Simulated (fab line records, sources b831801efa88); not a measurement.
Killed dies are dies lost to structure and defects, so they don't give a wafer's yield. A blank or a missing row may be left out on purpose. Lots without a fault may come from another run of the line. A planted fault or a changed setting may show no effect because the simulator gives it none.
Which tool did it? | flow sky130 | 14 lots, 42 wafers sampled, at 5 steps of a route of 708

WHAT THE GAUGES READ, wafer by wafer
SKY_FIELD_ISO_THK_MEAS_23. Usual: FIELD_ISO_OXIDATION_01_THK 9.99 nm, standard deviation 0.15.
lot  | measured    | on            | FIELD_ISO_OXIDATION_01_THK (nm) | flag
L923 | day 2 10:51 | film_metro-02 | 10.15 10.17 10.29               |
L924 | day 2 16:31 | film_metro-02 | 9.92 9.97 10.02                 |
L925 | day 2 17:39 | film_metro-03 | 10.03 10.07 10.19               |
L927 | day 3 04:46 | film_metro-02 | 9.83 9.81 10.02                 |
L934 | day 4 17:15 | film_metro-03 | 10.12 10.09 10.12               |
L935 | day 4 21:16 | film_metro-03 | 9.80 9.76 10.08                 |
L938 | day 5 14:39 | film_metro-04 | 10.04 10.31 10.15               |
L939 | day 5 22:07 | film_metro-03 | 10.00 10.12 10.15               |
L940 | day 5 23:18 | film_metro-04 | 10.00 9.80 9.98                 |
L941 | day 6 09:59 | film_metro-02 | 10.00 9.91 9.90                 |
L942 | day 6 10:18 | film_metro-04 | 9.96 9.85 9.88                  |
L944 | day 6 20:11 | film_metro-04 | 9.76 9.90 9.68                  |
L945 | day 7 02:01 | film_metro-02 | 9.96 10.17 10.07                |
L946 | day 7 06:40 | film_metro-02 | 9.75 9.71 9.83                  |

SKY_NWELL_RS_MEAS_29: measures by four-point-probe. Usual: NWELL_RS 626.0 ohm/sq, standard deviation 1.6.
lot  | measured     | on            | NWELL_RS (ohm/sq) | flag
L923 | day 5 12:53  | film_metro-02 | 627.7 626.4 627.0 |
L924 | day 5 19:37  | film_metro-02 | 628.8 628.6 628.4 |
L925 | day 5 19:42  | film_metro-01 | 624.8 625.5 626.0 |
L927 | day 6 09:04  | film_metro-02 | 626.0 626.2 627.1 |
L934 | day 8 04:10  | film_metro-02 | 653.6 652.6 652.8 | OFF
L935 | day 8 09:36  | film_metro-01 | 651.9 654.2 652.4 | OFF
L938 | day 9 04:30  | film_metro-04 | 625.0 625.2 625.5 |
L939 | day 9 16:49  | film_metro-02 | 628.4 627.1 628.1 |
L940 | day 9 18:19  | film_metro-02 | 625.6 626.2 626.8 |
L941 | day 10 07:15 | film_metro-04 | 624.7 626.0 626.2 |
L942 | day 10 05:27 | film_metro-01 | 623.7 624.0 622.9 |
L944 | day 10 15:48 | film_metro-01 | 627.3 626.3 627.7 |
L945 | day 10 21:22 | film_metro-02 | 626.3 625.3 625.6 |
L946 | day 11 04:51 | film_metro-01 | 622.7 623.1 622.6 |

SKY_VT_ADJUST_LVTN_OVL_MEAS_18. Usual: VT_ADJUST_LVTN_01_OVL 0.1 nm, standard deviation 1.6.
lot  | measured     | on         | VT_ADJUST_LVTN_01_OVL (nm) | flag
L923 | day 7 23:30  | overlay-01 | 0.4 -1.3 0.5               |
L924 | day 8 06:52  | overlay-01 | -1.0 -1.7 -1.2             |
L925 | day 8 08:15  | overlay-01 | 0.1 0.3 -2.5               |
L927 | day 8 22:31  | overlay-01 | 0.0 -0.8 1.5               |
L938 | day 12 02:00 | overlay-02 | -0.8 1.6 -1.0              |
L939 | day 12 16:30 | overlay-02 | 1.2 -1.0 -0.9              |
L940 | day 12 17:55 | overlay-01 | -2.0 1.3 -0.8              |
L941 | day 13 07:40 | overlay-02 | 2.4 2.0 1.8                |
L942 | day 13 06:03 | overlay-01 | 1.1 0.6 1.5                |
L944 | day 13 16:54 | overlay-02 | -0.5 1.6 2.2               |
L945 | day 13 23:49 | overlay-02 | -4.3 -2.2 -3.1             |
L946 | day 14 07:28 | overlay-01 | 1.7 1.2 3.6                |

SKY_VT_ADJUST_LVTN_TW_MEAS_21. Usual: VT_ADJUST_LVTN_2_TW 186.7, standard deviation 1.1.
lot  | measured     | on            | VT_ADJUST_LVTN_2_TW | flag
L923 | day 7 23:47  | film_metro-01 | 185.8 186.1 185.5   |
L924 | day 8 07:10  | film_metro-01 | 187.5 186.7 185.6   |
L925 | day 8 08:32  | film_metro-01 | 185.7 185.3 185.9   |
L927 | day 8 22:49  | film_metro-01 | 185.3 184.7 186.3   |
L938 | day 12 02:17 | film_metro-01 | 186.5 184.9 185.7   |
L939 | day 12 16:47 | film_metro-01 | 186.3 186.9 186.5   |
L940 | day 12 18:12 | film_metro-01 | 186.4 187.0 187.1   |
L941 | day 13 07:57 | film_metro-03 | 186.6 186.5 187.3   |
L942 | day 13 06:20 | film_metro-01 | 187.2 186.0 185.5   |
L944 | day 13 17:11 | film_metro-03 | 186.7 188.4 186.7   |
L945 | day 14 00:07 | film_metro-01 | 187.8 187.4 187.6   |
L946 | day 14 07:45 | film_metro-03 | 187.8 187.6 187.1   |

WHICH TOOL RAN EACH LOT (tool, then ch and the chambers of the sampled wafers, then the start)
lot  | SKY_NWELL_IMPLANT_13
L923 | implanter-01 ch 0, day 4 18:35
L924 | implanter-02 ch 0, day 5 00:34
L925 | implanter-01 ch 0, day 5 00:53
L927 | implanter-01 ch 0, day 5 14:07
L934 | implanter-03, day 7 07:13
L935 | implanter-01, day 7 12:11
L938 | implanter-03 ch 0, day 8 06:32
L939 | implanter-01 ch 0, day 8 18:20
L940 | implanter-03 ch 0, day 8 19:19
L941 | implanter-03 ch 0, day 9 07:47
L942 | implanter-01 ch 0, day 9 06:47
L944 | implanter-02 ch 0, day 9 16:32
L945 | implanter-03 ch 0, day 9 21:52
L946 | implanter-01 ch 0, day 10 04:56
- SKY_NWELL_IMPLANT_13

WHAT THE TOOLS THEMSELVES READ (means of the sampled wafers that have a number; where no wafer has one, the mark that the record gives instead)
SKY_NWELL_IMPLANT_13. Usual: beam_energy_keV 49.999, standard deviation 0.016; beam_on_s 9.99 s, standard deviation 0.21; faraday_current_uA 3.95, standard deviation 0.081.
lot  | tool         | beam_energy_keV | beam_on_s (s) | faraday_current_uA | flag
L923 | implanter-01 | 49.998          | 10.11         | 3.89               |
L924 | implanter-02 | 50.006          | 9.98          | 3.95               |
L925 | implanter-01 | 50.013          | 9.92          | 3.97               |
L927 | implanter-01 | 49.996          | 10.05         | 3.93               |
L934 | implanter-03 | -               | -             | -                  | OFF
L935 | implanter-01 | -               | -             | -                  | OFF
L938 | implanter-03 | 49.985          | 9.85          | 4.00               |
L939 | implanter-01 | 49.998          | 9.94          | 3.97               |
L940 | implanter-03 | 50.000          | 10.25         | 3.86               |
L941 | implanter-03 | 50.015          | 9.88          | 3.99               |
L942 | implanter-01 | 50.008          | 9.78          | 4.03               |
L944 | implanter-02 | 49.995          | 9.89          | 3.99               |
L945 | implanter-03 | 49.996          | 10.02         | 3.93               |
L946 | implanter-01 | 50.022          | 9.84          | 4.00               |

THE ANSWER, worked out from the rows above alone
Rule: a lot is off if the mean of its wafers that have a number lies more than 3 standard deviations from the usual mean. A lot without any number at a reading at which 4 lots or more have one is off too. The other lots that the step has rows for count as sound. The gauges are gone through in route order, then the tools' own readings, and for those a lot's mean is taken as printed above. The first step at which some lot is off is used, and at that step the reading that is off furthest; a lot without a number counts as furthest.
Off: L934, L935, at SKY_NWELL_RS_MEAS_29 (NWELL_RS).
A tool fits if, at a process step before that reading, it ran every lot that is off, and no sound lot after the first of them. The gauges at SKY_NWELL_RS_MEAS_29 aren't tried: what is off there is off at SKY_NWELL_IMPLANT_13 too, on other tools, and a gauge's error can't cause that. None of those tried fits.

WHAT THE SIMULATOR HAD PUT IN
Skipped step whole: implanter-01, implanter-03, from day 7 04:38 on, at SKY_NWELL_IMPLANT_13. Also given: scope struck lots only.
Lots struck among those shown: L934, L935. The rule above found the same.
